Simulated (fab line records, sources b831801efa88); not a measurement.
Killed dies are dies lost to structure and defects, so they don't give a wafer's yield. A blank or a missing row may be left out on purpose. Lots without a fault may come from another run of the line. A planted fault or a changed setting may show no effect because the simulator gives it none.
One fault seen from 2 desks | flow sky130 | each desk has only its own numbers; what lay behind them comes last

THE METROLOGY DESK
What the gauges read, lot by lot, whatever tool the lot ran on: means of the sampled wafers that have a number. A lot is out of limits, marked OUT, if its mean lies more than 4 standard deviations from the usual mean; the brackets give that distance.
Columns: A = LOCAL_INTERCONNECT_TIN_RS at SKY_LOCAL_INTERCONNECT_RS_MEAS_01, usual 14.11 ohm/sq; B = LOCAL_INTERCONNECT_TIN_THK at SKY_LOCAL_INTERCONNECT_THK_MEAS_02, usual 99.7 nm
lot  | first seen here | A                | B
L287 | day 29 06:52    | 13.89            | 100.8
L288 | day 29 12:37    | 14.10            | 99.2
L289 | day 30 04:49    | 14.29            | 98.2
L291 | day 30 21:14    | 14.26            | 98.5
L292 | day 31 18:41    | 14.06            | 99.3
L293 | day 31 21:12    | 14.21            | 99.7
L294 | day 31 21:47    | 14.33            | 98.7
L296 | day 32 11:43    | 14.09            | 100.4
L303 | day 34 17:56    | 12.45 (-9.8) OUT | 115.3 (+12) OUT
L305 | day 35 13:04    | 14.35            | 98.1
L307 | day 35 18:14    | 14.35            | 97.8
L309 | day 36 10:07    | 14.19            | 99.0
L308 | day 36 10:20    | 14.07            | 99.9
This desk's finding: out of limits on L303; first on L303, day 34 17:56 (LOCAL_INTERCONNECT_TIN_RS at SKY_LOCAL_INTERCONNECT_RS_MEAS_01). In limits: L287, L288, L289, L291, L292, L293, L294, L296, L305, L307, L309, L308.

THE TOOL OWNER'S DESK: pvd_sputter-03
The tool's own readings at SKY_LOCAL_INTERCONNECT_SPUTTER_00 (material TiN, target thk 100 nm, time 83.3 s): means of the sampled wafers that have a number, for each lot that ran on this tool. A lot is out of limits, marked OUT, if its mean lies more than 4 standard deviations from the usual mean; the brackets give that distance.
Columns: A = cathode_dc_power_W at SKY_LOCAL_INTERCONNECT_SPUTTER_00, usual 6499.8 W; B = throttle_valve_pct at SKY_LOCAL_INTERCONNECT_SPUTTER_00, usual 29.3 %
lot  | first seen here | A                        | B
L288 | day 29 12:32    | 6500.0                   | 29.5
L293 | day 31 21:05    | 6499.3                   | 29.1
L296 | day 32 11:38    | 6499.7                   | 29.9
L303 | day 34 17:50    | 7528.0 (+99 or more) OUT | 28.7
This desk's finding: out of limits on L303; first on L303, day 34 17:50 (cathode_dc_power_W at SKY_LOCAL_INTERCONNECT_SPUTTER_00). In limits: L288, L293, L296.

PUT TOGETHER
The tool owner's desk could have raised an alarm at day 34 17:50, on L303.
The metrology desk could have raised an alarm at day 34 17:56, on L303.
Of the lots named, all ran SKY_LOCAL_INTERCONNECT_SPUTTER_00 on pvd_sputter-03.

WHAT THE SIMULATOR HAD PUT IN
Process parameter drift: pvd_sputter-03, from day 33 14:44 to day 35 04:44, at SKY_LOCAL_INTERCONNECT_SPUTTER_00. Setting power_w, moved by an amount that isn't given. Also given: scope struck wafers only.
Lots struck among those shown: L303.
Hours from the fault's start to each desk's first reading out of limits: the tool owner's desk, 27; the metrology desk, 27.
